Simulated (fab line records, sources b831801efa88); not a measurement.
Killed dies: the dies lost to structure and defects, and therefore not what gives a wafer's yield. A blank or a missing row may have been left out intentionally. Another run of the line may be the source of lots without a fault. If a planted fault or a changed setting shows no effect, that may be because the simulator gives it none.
Chamber matching	flow sky130	SKY_VIA2_ETCH_14 on rie-diel-03: 4 sister chambers
The step etches BARC in N2/H2, stops on SiO2, time 45.9 s, target depth 60 nm. 20 wafers are shown with their chamber, then 10 later ones without.

== EACH WAFER AND ITS CHAMBER ==
wafer	chamber	drypump-motor-current-A (A)	oes-product-au (a.u.)	throttle-valve-pct (%)
L076.1	3	6.0	0.857	13.217
L076.5	0	6.3	0.853	13.218
L076.6	3	6.0	0.845	13.221
L079.2	1	5.1	0.863	13.217
L079.4	2	6.1	0.851	13.227
L079.5	1	5.1	0.850	13.221
L081.2	3	6.0	0.858	13.232
L081.4	0	6.3	0.849	13.210
L081.6	2	6.1	0.857	13.235
L085.3	1	5.1	0.858	13.214
L085.5	1	5.1	0.858	13.231
L085.6	0	6.2	0.858	13.240
L088.1	1	5.1	0.858	13.222
L088.2	2	6.1	0.846	13.221
L088.3	0	6.3	0.850	13.215
L083.2	2	6.1	0.855	13.225
L083.3	3	6.0	0.853	13.216
L083.5	0	6.2	0.860	13.216
L091.2	0	6.2	0.859	13.228
L091.5	0	6.2	0.850	13.235

SIGNATURES, as means of the wafers listed above
reading	chamber 0	chamber 1	chamber 2	chamber 3	scatter within a chamber
drypump-motor-current-A	6.243	5.100	6.100	6.000	0.0327
oes-product-au	0.85414	0.85740	0.85225	0.85325	0.00498
throttle-valve-pct	13.22314	13.22100	13.22700	13.22150	0.00865
Rule: a wafer lies at a distance from a chamber equal to the root of the sum of squares, over the readings, of (its reading less the chamber's mean, divided by the reading's scatter). If the next closest chamber is less than 2 further off than the closest, the wafer can't be placed; otherwise it belongs to the closest. The scatter: take each reading less its chamber's mean, square it, sum over the shown wafers, divide by the number of wafers less the number of chambers, and take the root.

== WAFERS WITHOUT THEIR CHAMBER ==
wafer	drypump-motor-current-A (A)	oes-product-au (a.u.)	throttle-valve-pct (%)
L091.6	5.1	0.861	13.217
L094.3	6.1	0.849	13.219
L094.4	6.0	0.848	13.219
L094.5	6.0	0.856	13.226
L096.4	6.1	0.857	13.216
L096.5	6.0	0.860	13.232
L096.6	6.1	0.864	13.217
L097.2	6.1	0.850	13.212
L097.5	6.1	0.858	13.218
L097.6	6.0	0.850	13.219

== CHAMBER TAKEN BY EACH ==
wafer	from the rows above	in truth
L091.6	1	1
L094.3	2	2
L094.4	3	3
L094.5	3	3
L096.4	can't be placed: 2 or 3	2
L096.5	can't be placed: 3 or 2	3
L096.6	can't be placed: 2 or 3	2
L097.2	can't be placed: 2 or 3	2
L097.5	can't be placed: 2 or 3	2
L097.6	3	3
Placed correctly: 5 of 10. These rows do not allow placing 5 (true chamber among the candidates in 5). Number placed wrongly: 0.
